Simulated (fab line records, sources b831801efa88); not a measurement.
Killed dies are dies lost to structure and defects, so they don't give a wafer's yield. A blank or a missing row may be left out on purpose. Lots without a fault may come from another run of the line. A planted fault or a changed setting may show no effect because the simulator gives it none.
fab line records | flow sky130
record lots=5 wafers=15 last_day=49
route steps=708 shown VIA4@651 METAL5@661 PAD_OPEN@708
lots that met no fault: from a run of the same line without faults
start_h: hours from the record's first day to the start of the lot's first wafer shown | wait_h: hours since the lot's step before | " the same as in the row above | L1.1+2: a row that stands for several wafers | - no value, or no start given | * or withheld: withheld | < > ~ a bound
route shown NAME@n: a module of which the file shows steps, and the number in the route of the first | usual: mean/standard deviation of fault-free wafers | same: alike in all rows | chamber/n: place in a boat | sites: the reading at each site | _std_site: their standard deviation | _edge_site: outer sites' mean less inner sites' | radius_mm: how far each site lies from the wafer's centre | mask NAME#n: copy n | behind: the tool/chamber that last shaped the wafer | hold: why the lot was held/for how many hours/how that ended | device: the transistor (n, p or np) that didn't switch | end of line: the same wafers' tests at the end of the route | a step without rows: its recipe alone | killed: dies lost to structure and defects at the first sort, not the wafer's yield | map: a wafer's dies, x killed, . not, _ none there
set.NAME: the setting as run; set.NAME@STEP: as run at that earlier step | model.NAME: the simulator's own value behind a step, which no gauge read
lots at some steps of the route; a table a step, a row a wafer
services: from which hour (start_h, from the record's first day; less than 0 if before it) a tool's chamber was out of use, for how many hours, and why
## steps
# step SKY_VIA4_ETCH_12
# recipe target=SiO2 chemistry=C4F8/O2/Ar stop_on=TiN mask_material=NOVOLAK source_w=1500 bias_w=1200 pressure_mtorr=40 c4f8_flow_sccm=withheld O2_flow_sccm=6 Ar_flow_sccm=300 time_s=withheld target_depth_a=5800
# step SKY_VIA4_STRIP_13
# recipe chemistry=O2/N2 power_w=1400 pressure_mtorr=1500 platen_temp_c=withheld o2_flow_sccm=3000 n2_flow_sccm=300 overash_fraction=0.5
# step SKY_VIA4_STRIP_14
# recipe chemistry=post_etch_residue_remover time_s=1200 temp_c=72.5
# step SKY_VIA4_CLEAN_15
# recipe chemistry=IPA time_s=180 temp_c=25
# step SKY_VIA4_CLEAN_16
# recipe chemistry=O3/DIW dry=n2_spin
# step SKY_VIA4_SPUTTER_17
# recipe material=TiN target_thk_nm=20 chamber_pressure_pa=5 power_w=4000 time_s=80
# usual cathode_dc_power_W=4000.0/0.72 throttle_valve_pct=30.2/0.97
# columns lot.wafer tool chamber start_h wait_h cathode_dc_power_W throttle_valve_pct
L419.1 pvd_sputter-01 - 1027.73 0.0 3999.7 29.1
L419.5 " - " " 4000.2 29.4
L419.6 " - " " 3999.7 31.0
L422.1 pvd_sputter-01 - 1056.75 0.0 4000.3 29.4
L422.2 " - " " 3999.3 28.8
L422.5 " - " " 3999.2 30.1
L432.2 pvd_sputter-03 - 1112.48 0.0 3998.3 30.9
L432.4 " - " " 4000.0 30.2
L432.5 " - " " 4000.6 29.4
L433.2 pvd_sputter-03 - 1116.68 0.0 4000.2 30.1
L433.4 " - " " 4000.5 30.9
L433.6 " - " " 3999.8 30.1
L435.2 pvd_sputter-02 - 1125.43 0.0 3999.0 30.8
L435.3 " - " " 3999.2 28.9
L435.5 " - " " 3999.2 30.5
# step SKY_VIA4_CVD_18
# recipe material=W target_thk_nm=505 time_s=152.14 temp_c=400 pressure_torr=40
# step SKY_VIA4_RS_MEAS_19
# recipe thk_meas_gauge=four-point-probe reads=W_of_VIA4_CVD_18+TiN_of_VIA4_SPUTTER_17
# usual VIA4_W_RS=0.2280/0.0024
# columns lot.wafer tool chamber start_h wait_h VIA4_W_RS[ohm/sq]
L419.1 film_metro-01 - 1027.94 0.1 0.2288
L419.5 " - " " 0.2261
L419.6 " - " " 0.2281
L422.1 film_metro-03 - 1056.97 0.1 0.2347
L422.2 " - " " 0.2287
L422.5 " - " " 0.2308
L432.2 film_metro-02 - 1112.71 0.1 0.2269
L432.4 " - " " 0.2259
L432.5 " - " " 0.2266
L433.2 film_metro-02 - 1116.91 0.1 0.2256
L433.4 " - " " 0.2304
L433.6 " - " " 0.2277
L435.2 film_metro-01 - 1125.67 0.1 0.2278
L435.3 " - " " 0.2265
L435.5 " - " " 0.2284
# step SKY_VIA4_THK_MEAS_20
# recipe thk_meas_gauge=xrf reads=W_of_VIA4_CVD_18
# usual VIA4_W_THK=491/6.5
# columns lot.wafer tool chamber start_h wait_h VIA4_W_THK[nm]
L419.1 film_metro-01 - 1028.06 0.1 492
L419.5 " - " " 497
L419.6 " - " " 489
L422.1 film_metro-03 - 1057.09 0.1 469
L422.2 " - " " 477
L422.5 " - " " 475
L432.2 film_metro-02 - 1112.82 0.1 494
L432.4 " - " " 494
L432.5 " - " " 495
L433.2 film_metro-02 - 1117.02 0.1 497
L433.4 " - " " 488
L433.6 " - " " 494
L435.2 film_metro-01 - 1125.78 0.1 490
L435.3 " - " " 491
L435.5 " - " " 488
# step SKY_VIA4_CMP_21
# recipe stop_on=SiO2 t_overpolish_s=25 down_force_psi=3.5 platen_rpm=60 target_thk_nm=0 pad_velocity_m_s=0.94248
# usual edge_zone_pressure_frac=1.001/0.0051 motor_current_A=10.9/0.96 overpolish_run_s=24.999/0.0078 time_to_endpoint_s=122/3.4
# same t_overpolish_s=25
# columns lot.wafer tool chamber start_h wait_h edge_zone_pressure_frac motor_current_A overpolish_run_s time_to_endpoint_s
L419.1 cmp-02 2 1028.17 0.1 1.001 11.5 25.001 116
L419.5 " 1 " " 1.008 11.5 25.008 122
L419.6 " 2 " " 1.009 11.7 25.005 119
L422.1 cmp-02 1 1057.20 0.1 1.005 11.5 24.995 119
L422.2 " 2 " " 1.001 11.1 24.991 117
L422.5 " 1 " " 0.992 11.4 25.000 122
L432.2 cmp-02 3 1112.87 0.0 0.999 9.2 24.994 128
L432.4 " 1 " " 1.002 12.5 25.007 127
L432.5 " 3 " " 1.003 8.9 24.995 128
L433.4 cmp-02 2 1117.17 0.1 1.001 11.2 25.011 117
L433.2 " 3 " " 0.998 9.2 24.994 125
L433.6 " 1 " " 0.999 12.0 25.002 121
L435.3 cmp-02 0 1125.88 0.1 0.998 12.0 25.002 126
L435.2 " 1 " " 0.999 11.6 24.991 126
L435.5 " 0 " " 0.994 12.3 24.995 122
# step SKY_METAL5_SPUTTER_00
# recipe material=Ti target_thk_nm=15 power_w=3000 time_s=10 chamber_pressure_pa=0.4
# step SKY_METAL5_SPUTTER_01
# recipe material=TiN target_thk_nm=20 power_w=6500 time_s=16.7 chamber_pressure_pa=0.4
# step SKY_METAL5_SPUTTER_02
# recipe material=AlCu target_thk_nm=1150 power_w=10600 time_s=61.2 chamber_pressure_pa=0.4
# usual cathode_dc_power_W=10600/2 throttle_valve_pct=30.3/0.91
# columns lot.wafer tool chamber start_h wait_h cathode_dc_power_W throttle_valve_pct model.AlCu_of_METAL5_SPUTTER_02.thk_nm
L419.1 pvd_sputter-02 - 1028.47 0.0 10600 29.5 1159
L419.5 " - " " 10602 29.3 1157
L419.6 " - " " 10599 31.2 1163
L422.1 pvd_sputter-04 - 1057.49 0.0 10604 28.8 1154
L422.2 " - " " 9023.8 30.9 983.6
L422.5 " - " " 10601 28.8 1165
L432.2 pvd_sputter-02 - 1113.22 0.0 10602 30.9 1141
L432.4 " - " " 10601 30.8 1140
L432.5 " - " " 10603 30.9 1146
L433.2 pvd_sputter-04 - 1117.42 0.0 10602 28.9 1154
L433.4 " - " " 10603 30.9 1142
L433.6 " - " " 10601 30.9 1153
L435.2 pvd_sputter-03 - 1126.18 0.0 10599 30.7 1138
L435.3 " - " " 10599 32.1 1133
L435.5 " - " " 10599 29.5 1138
# step SKY_METAL5_SPUTTER_03
# recipe material=Ti target_thk_nm=5 power_w=3000 time_s=3.3 chamber_pressure_pa=0.4
# usual cathode_dc_power_W=3000.0/0.53 throttle_valve_pct=30.3/0.92
# columns lot.wafer tool chamber start_h wait_h cathode_dc_power_W throttle_valve_pct
L419.1 pvd_sputter-02 - 1028.52 0.0 3000.1 29.2
L419.5 " - " " 2999.4 29.1
L419.6 " - " " 3000.1 30.8
L422.1 pvd_sputter-04 - 1057.54 0.0 3000.9 28.8
L422.2 " - " " 2999.7 30.5
L422.5 " - " " 3001.7 29.2
L432.2 pvd_sputter-02 - 1113.27 0.0 3000.1 30.7
L432.4 " - " " 2999.0 30.6
L432.5 " - " " 2999.9 30.7
L433.2 pvd_sputter-04 - 1117.47 0.0 3000.1 29.0
L433.4 " - " " 3000.6 30.6
L433.6 " - " " 2999.7 30.8
L435.2 pvd_sputter-03 - 1126.23 0.0 3000.0 30.6
L435.3 " - " " 2999.9 32.3
L435.5 " - " " 2998.8 29.1
# step SKY_METAL5_SPUTTER_04
# recipe material=TiN target_thk_nm=70 power_w=6500 time_s=58.3 chamber_pressure_pa=0.4
# usual cathode_dc_power_W=6500.1/1.2 throttle_valve_pct=30.3/0.92
# columns lot.wafer tool chamber start_h wait_h cathode_dc_power_W throttle_valve_pct
L419.1 pvd_sputter-02 - 1028.54 0.0 6499.9 29.3
L419.5 " - " " 6499.7 29.0
L419.6 " - " " 6499.0 30.8
L422.1 pvd_sputter-04 - 1057.56 0.0 6500.8 28.8
L422.2 " - " " 6498.8 30.4
L422.5 " - " " 6500.5 28.9
L432.2 pvd_sputter-02 - 1113.29 0.0 6501.3 30.9
L432.4 " - " " 6498.3 30.7
L432.5 " - " " 6498.6 31.1
L433.2 pvd_sputter-04 - 1117.49 0.0 6499.1 29.3
L433.4 " - " " 6498.6 30.8
L433.6 " - " " 6498.1 30.8
L435.2 pvd_sputter-03 - 1126.24 0.0 6499.1 30.3
L435.3 " - " " 6500.1 32.3
L435.5 " - " " 6499.3 28.8
# step SKY_METAL5_RS_MEAS_05
# recipe thk_meas_gauge=four-point-probe reads=TiN_of_METAL5_SPUTTER_04+Ti_of_METAL5_SPUTTER_03+AlCu_of_METAL5_SPUTTER_02+TiN_of_METAL5_SPUTTER_01+Ti_of_METAL5_SPUTTER_00
# usual METAL5_ALCU_RS=0.02705/0.00025
# columns lot.wafer tool chamber start_h wait_h METAL5_ALCU_RS[ohm/sq]
L419.1 film_metro-04 - 1028.59 0.0 0.02682
L419.5 " - " " 0.02684
L419.6 " - " " 0.02674
L422.1 film_metro-02 - 1057.61 0.0 0.02702
L422.2 " - " " 0.03165
L422.5 " - " " 0.02669
L432.2 film_metro-04 - 1113.36 0.0 0.02724
L432.4 " - " " 0.02729
L432.5 " - " " 0.02715
L433.2 film_metro-02 - 1117.56 0.0 0.02696
L433.4 " - " " 0.02733
L433.6 " - " " 0.02705
L435.2 film_metro-02 - 1126.31 0.0 0.02733
L435.3 " - " " 0.0275
L435.5 " - " " 0.02741
# step SKY_METAL5_THK_MEAS_06
# recipe thk_meas_gauge=xrf reads=AlCu_of_METAL5_SPUTTER_02
# usual METAL5_ALCU_THK=1148/16
# columns lot.wafer tool chamber start_h wait_h METAL5_ALCU_THK[nm]
L419.1 film_metro-04 - 1028.71 0.1 1169
L419.5 " - " " 1174
L419.6 " - " " 1171
L422.1 film_metro-02 - 1057.73 0.1 1131
L422.2 " - " " 964
L422.5 " - " " 1147
L432.2 film_metro-04 - 1113.47 0.1 1153
L432.4 " - " " 1157
L432.5 " - " " 1158
L433.2 film_metro-02 - 1117.67 0.1 1134
L433.4 " - " " 1123
L433.6 " - " " 1128
L435.2 film_metro-02 - 1126.42 0.1 1116
L435.3 " - " " 1116
L435.5 " - " " 1118
# step SKY_METAL5_DEHYDRATE_07
# recipe temp_c=200 time_s=60
# step SKY_METAL5_HMDS_08
# recipe prime_time_s=60 prime_temp_c=120
# step SKY_METAL5_COAT_09
# recipe resist=NOVOLAK spin_rpm=3000 resist_thk_nm=1800
# step SKY_METAL5_SOFTBAKE_10
# recipe temp_c=90 time_s=61.79 resist=NOVOLAK
# step SKY_METAL5_EXPOSE_11
# recipe mask_id=MM5 na=0.6 source_shape=conventional sigma_outer=0.6 polarization=unpolarized target_cd_nm=1600 dose_mj=190
# step SKY_METAL5_PEB_12
# recipe temp_c=withheld time_s=* resist=NOVOLAK
# step SKY_METAL5_DEVELOP_13
# recipe resist=NOVOLAK developer=TMAH develop_time_s=60 dev_temp_c=23
# step SKY_METAL5_DESCUM_14
# recipe chemistry=O2 source_power_w=150 bias_power_w=0 pressure_mtorr=10 temp_c=40 time_s=11
# step SKY_METAL5_METAL_ETCH_15
# recipe target_depth_a=12600 stop_on=SiO2 over_etch_frac=0.2 time_s=252 chemistry=Cl2/BCl3 resist_sidewall_deg=86 pressure_mtorr=10 icp_w=900 bias_w=48.5 Cl2_flow_sccm=60 bcl3_flow_sccm=30
# usual drypump_motor_current_A=5.7/0.56 oes_product_au=0.894/0.0053 rf_fwd_power_W=896.9/2.9 throttle_valve_pct=22.263/0.0098
# columns lot.wafer tool chamber start_h wait_h drypump_motor_current_A oes_product_au rf_fwd_power_W rf_hours_counter_h throttle_valve_pct
L419.1 rie_metal-04 1 1050.23 0.0 5.5 0.892 901.9 17 22.250
L419.5 " 0 " " 6.0 0.899 894.5 - 22.285
L419.6 " 1 " " 5.5 0.902 900.2 - 22.266
L422.1 rie_metal-04 1 1078.76 0.0 5.4 0.895 893.2 19 22.262
L422.2 " 0 " " 5.9 0.833 893.4 20 22.275
L422.5 " 1 " " 5.5 0.885 891.9 - 22.248
L432.2 rie_metal-02 1 1132.71 0.0 5.0 0.890 897.6 21 22.268
L432.4 " 0 " " 5.2 0.902 899.3 - 22.267
L432.5 " 1 " " 5.1 0.891 900.6 - 22.262
L433.2 rie_metal-01 1 1136.80 0.0 6.4 0.895 895.5 26 22.283
L433.4 " 1 " " 6.5 0.889 893.1 - 22.254
L433.6 " 1 " " 6.4 0.890 893.9 - 22.260
L435.2 rie_metal-02 0 1144.78 0.0 5.2 0.896 898.5 25 22.266
L435.3 " 0 " " 5.2 0.900 903.9 - 22.268
L435.5 " 1 " " 5.0 0.896 898.9 - 22.267
# step SKY_METAL5_STRIP_16
# recipe chemistry=O2/N2 power_w=1400 pressure_mtorr=1500 platen_temp_c=withheld o2_flow_sccm=3000 n2_flow_sccm=300 overash_fraction=0.5
# usual drypump_motor_current_A=5.68/0.22 oes_product_au=0.710/0.0043 strip_time_to_endpoint_s=13.07/0.13
# same overash_fraction=0.5
# columns lot.wafer tool chamber start_h wait_h drypump_motor_current_A oes_product_au rf_hours_counter_h strip_time_to_endpoint_s
L419.1 plasma_asher-04 0 1050.46 0.2 5.80 0.713 93 13.05
L419.5 " 0 " " 5.78 0.715 - 13.12
L419.6 " 1 " " 5.51 0.708 - 13.10
L422.1 plasma_asher-02 1 1078.99 0.2 6.12 0.707 36 13.18
L422.2 " 0 " " 5.25 0.712 36 13.30
L422.5 " 1 " " 6.12 0.709 - 13.07
L432.2 plasma_asher-02 1 1132.94 0.2 6.10 0.711 41 13.12
L432.4 " 0 " " 5.22 0.708 - 13.33
L432.5 " 0 " " 5.22 0.702 - 13.09
L433.2 plasma_asher-04 1 1137.03 0.2 5.52 0.712 101 12.92
L433.4 " 0 " " 5.84 0.704 - 12.96
L433.6 " 0 " " 5.86 0.715 - 12.93
L435.2 plasma_asher-04 0 1145.01 0.2 5.89 0.713 102 13.16
L435.3 " 1 " " 5.56 0.708 - 13.25
L435.5 " 0 " " 5.85 0.704 - 12.96
# step SKY_PAD_OPEN_PROBE_99
# usual defect_limited_yield=82.6/2.1 killed_at_M0_to_M3=44/7.5 killed_at_M4_up=3.1/1.7 killed_at_contacts=24/6.2 killed_at_front_end=15/4.2 killed_at_other=0.4/0.58 killed_dies=85/10 killed_open=47/7.7 killed_short=38/6.4 sort_bin_3_pad_short=0.8/0.41 sort_bin_5_function=10.3/1.7 sort_bin_6_memory=6.2/1.1 sort_n_pass=407/10 sort_yield_pct=82.6/2.1
# same gross_dies=492 killed_at_back_side=0 sort_bin_4_leakage[%]=0 sort_bin_8_speed[%]=0
# columns lot.wafer tool chamber start_h wait_h defect_limited_yield[%] killed_at_M0_to_M3 killed_at_M4_up killed_at_contacts killed_at_front_end killed_at_other killed_dies killed_open killed_short sort_bin_3_pad_short[%] sort_bin_5_function[%] sort_bin_6_memory[%] sort_n_pass sort_yield_pct[%] model.etest.met5.rs_ohm_sq model.etest.met5.line_ohm_um
L419.1 prober-01 - 1095.54 0.1 81.1 61 2 16 13 1 93 38 55 1.0 11.4 6.5 399 81.1 0.02678 0.01673
L419.5 prober-01 - 1095.74 0.2 81.7 54 4 16 16 0 90 56 34 0.4 11.4 6.5 402 81.7 0.02669 0.01663
L419.6 prober-01 - 1095.79 0.2 77.8 50 8 30 21 0 109 64 45 1.0 12.8 8.3 383 77.8 0.02694 0.01681
L422.1 prober-01 - 1123.48 0.1 81.7 51 1 19 19 0 90 49 39 0.8 11.0 6.5 402 81.7 0.02703 0.0169
L422.2 prober-01 - 1123.53 0.1 83.5 39 2 19 20 1 81 45 35 0.8 8.5 7.1 411 83.5 0.03168 0.01962
L422.5 prober-01 - 1123.68 0.2 80.5 56 2 20 18 0 96 52 43 1.8 10.6 7.1 396 80.5 0.02684 0.01675
L432.2 prober-02 - 1171.75 0.1 82.3 43 2 27 15 0 87 42 45 1.0 9.6 7.1 405 82.3 0.02745 0.01714
L432.4 prober-02 - 1171.85 0.2 80.1 51 3 27 16 1 98 57 41 0.8 13.6 5.5 394 80.1 0.02748 0.01712
L432.5 prober-02 - 1171.90 0.2 79.7 42 2 34 21 1 100 59 41 1.2 11.4 7.7 392 79.7 0.02742 0.01714
L433.2 prober-01 - 1175.85 0.1 81.9 46 3 28 12 0 89 49 40 1.0 10.0 7.1 403 81.9 0.02701 0.01686
L433.4 prober-01 - 1175.95 0.2 83.9 44 5 16 13 1 79 45 33 0.4 9.1 6.5 413 83.9 0.02741 0.01706
L433.6 prober-01 - 1176.05 0.2 84.3 44 2 19 12 0 77 40 37 0.6 9.6 5.5 415 84.3 0.02705 0.01684
L435.2 prober-01 - 1183.34 0.1 83.9 42 2 23 12 0 79 44 35 0.8 10.0 5.3 413 83.9 0.02726 0.017
L435.3 prober-01 - 1183.39 0.2 83.1 48 3 20 12 0 83 42 41 0.8 10.4 5.7 409 83.1 0.0275 0.01718
L435.5 prober-01 - 1183.49 0.2 84.6 47 4 15 10 0 76 42 34 0.2 10.2 5.1 416 84.6 0.02743 0.01719
# killed by level:class
L419.1 VIA1:geometric_particle:open=14 METAL1:geometric_particle:short=10 METAL2:geometric_particle:short=8 VIA1:geometric_particle:short=8 VIA3:geometric_particle:short=7 POLY_GATE:geometric_particle:short=6 LI_CONTACT:geometric_particle:short=5 VIA2:geometric_particle:open=5
L419.5 VIA1:geometric_particle:open=17 VIA1:geometric_particle:short=9 CONTACT:geometric_particle:open=8 VIA2:geometric_particle:open=8 POLY_GATE:geometric_particle:short=5 POLY_GATE:geometric_particle:open=5 METAL1:geometric_particle:short=4 METAL2:geometric_particle:short=4
L419.6 VIA1:geometric_particle:open=16 CONTACT:geometric_particle:open=9 LI_CONTACT:geometric_particle:open=8 VIA3:geometric_particle:open=8 CONTACT:geometric_particle:short=7 METAL2:geometric_particle:short=6 POLY_GATE:geometric_particle:short=6 VIA2:geometric_particle:open=6
L422.1 VIA1:geometric_particle:open=15 METAL2:geometric_particle:short=12 LI_CONTACT:geometric_particle:open=9 CONTACT:geometric_particle:open=8 POLY_GATE:geometric_particle:short=6 VIA2:geometric_particle:open=6 SPACER:geometric_particle:short=4 METAL1:geometric_particle:open=4
L422.2 VIA1:geometric_particle:open=8 VIA2:geometric_particle:open=7 POLY_GATE:geometric_particle:open=5 CONTACT:geometric_particle:open=5 METAL1:geometric_particle:short=5 VIA1:geometric_particle:short=5 FIELD_ISO:geometric_particle:open=4 POLY_GATE:geometric_particle:short=4
L422.5 VIA1:geometric_particle:open=13 VIA1:geometric_particle:short=11 POLY_GATE:geometric_particle:open=7 VIA3:geometric_particle:open=7 LI_CONTACT:geometric_particle:open=6 METAL2:geometric_particle:short=6 VIA2:geometric_particle:open=6 LOCAL_INTERCONNECT:geometric_particle:short=5
L432.2 CONTACT:geometric_particle:open=10 VIA1:geometric_particle:open=7 LOCAL_INTERCONNECT:geometric_particle:short=6 VIA3:geometric_particle:short=6 METAL2:geometric_particle:short=6 FIELD_ISO:geometric_particle:short=5 POLY_GATE:geometric_particle:open=4 LI_CONTACT:geometric_particle:short=4
L432.4 CONTACT:geometric_particle:open=11 VIA2:geometric_particle:open=11 VIA1:geometric_particle:open=10 METAL1:geometric_particle:short=9 VIA3:geometric_particle:open=8 LI_CONTACT:geometric_particle:open=6 POLY_GATE:geometric_particle:short=5 CONTACT:geometric_particle:short=5
L432.5 CONTACT:geometric_particle:open=17 VIA3:geometric_particle:open=9 LI_CONTACT:geometric_particle:open=8 VIA1:geometric_particle:open=8 FIELD_ISO:geometric_particle:open=6 FIELD_ISO:geometric_particle:short=6 METAL2:geometric_particle:short=6 VIA3:geometric_particle:short=6
L433.2 LI_CONTACT:geometric_particle:open=11 VIA1:geometric_particle:open=9 CONTACT:geometric_particle:short=8 METAL1:geometric_particle:short=8 VIA2:geometric_particle:open=8 CONTACT:geometric_particle:open=6 VIA3:geometric_particle:open=6 POLY_GATE:geometric_particle:short=4
L433.4 VIA1:geometric_particle:open=13 METAL1:geometric_particle:short=9 CONTACT:geometric_particle:open=6 VIA3:geometric_particle:open=6 VIA2:geometric_particle:open=5 CONTACT:geometric_particle:short=5 METAL2:geometric_particle:short=5 LI_CONTACT:geometric_particle:short=4
L433.6 VIA1:geometric_particle:open=12 CONTACT:geometric_particle:open=7 VIA1:geometric_particle:short=7 LI_CONTACT:geometric_particle:open=5 VIA2:geometric_particle:short=4 VIA2:geometric_particle:open=4 VIA3:geometric_particle:open=4 FIELD_ISO:geometric_particle:open=3
L435.2 VIA1:geometric_particle:open=9 VIA2:geometric_particle:open=8 CONTACT:geometric_particle:open=7 FIELD_ISO:geometric_particle:open=6 LI_CONTACT:geometric_particle:open=5 LOCAL_INTERCONNECT:geometric_particle:short=5 METAL1:geometric_particle:short=5 METAL2:geometric_particle:short=5
L435.3 VIA1:geometric_particle:open=14 LOCAL_INTERCONNECT:geometric_particle:short=8 METAL1:geometric_particle:short=8 CONTACT:geometric_particle:open=7 VIA1:geometric_particle:short=6 FIELD_ISO:geometric_particle:open=5 VIA2:geometric_particle:open=5 VIA3:geometric_particle:short=5
L435.5 VIA1:geometric_particle:open=15 METAL2:geometric_particle:short=6 VIA1:geometric_particle:short=5 CONTACT:geometric_particle:open=4 LI_CONTACT:geometric_particle:open=4 METAL1:geometric_particle:short=4 VIA2:geometric_particle:open=4 SPACER:geometric_particle:open=3
## services
# columns tool chamber start_h hours kind
pvd_sputter-04 3 1042.88 - consumable_replace:kit
pvd_sputter-04 3 1042.88 18.0 scheduled_down
pvd_sputter-04 3 1042.88 18.0 vent_cycle
pvd_sputter-03 - 1047.69 3.0 repair
rie_metal-02 - 1053.82 0.5 repair
rie_metal-02 - 1062.40 14.6 pm
pvd_sputter-04 - 1070.64 1.6 repair
cmp-02 - 1073.92 0.3 repair
plasma_asher-02 - 1075.28 0.8 repair
pvd_sputter-03 1 1084.88 - consumable_replace:kit
pvd_sputter-03 1 1084.88 18.0 scheduled_down
pvd_sputter-03 1 1084.88 18.0 vent_cycle
pvd_sputter-02 1 1105.22 - consumable_replace:kit
pvd_sputter-02 1 1105.22 18.0 scheduled_down
pvd_sputter-02 1 1105.22 18.0 vent_cycle
rie_metal-01 - 1109.55 0.8 repair
pvd_sputter-04 2 1121.38 - consumable_replace:kit
pvd_sputter-04 2 1121.38 18.0 scheduled_down
pvd_sputter-04 2 1121.38 18.0 vent_cycle
plasma_asher-04 - 1121.70 2.8 pm
plasma_asher-02 - 1127.48 2.8 pm
pvd_sputter-01 1 1128.33 - consumable_replace:kit
pvd_sputter-01 1 1128.33 18.0 scheduled_down
pvd_sputter-01 1 1128.33 18.0 vent_cycle
## key
first_sign step=SKY_METAL5_SPUTTER_02 reading=cathode_dc_power_W direction=down sigmas=99+ usual=10600 struck=9023.8
effect step=SKY_METAL5_RS_MEAS_05 reading=METAL5_ALCU_RS direction=up sigmas=18 usual=0.02705 struck=0.03165
effect step=SKY_METAL5_THK_MEAS_06 reading=METAL5_ALCU_THK direction=down sigmas=12 usual=1148 struck=964
effect step=SKY_METAL5_METAL_ETCH_15 reading=oes_product_au direction=down sigmas=12 usual=0.894 struck=0.833
model_effect step=SKY_METAL5_SPUTTER_02 value=AlCu_of_METAL5_SPUTTER_02.thk_nm without=1155 struck=983.6
model_effect step=SKY_PAD_OPEN_PROBE_99 value=etest.met5.rs_ohm_sq without=0.02694 struck=0.03168
met_at SKY_METAL5_SPUTTER_02
struck_wafers L422.2
fault kind=process_parameter_drift tool=pvd_sputter-04 chamber=- onset_h=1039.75 steps=SKY_METAL5_SPUTTER_02 channel=power_w offset=* shape=step end_h=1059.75 acts_in=* stated=* scope=struck_wafers_only
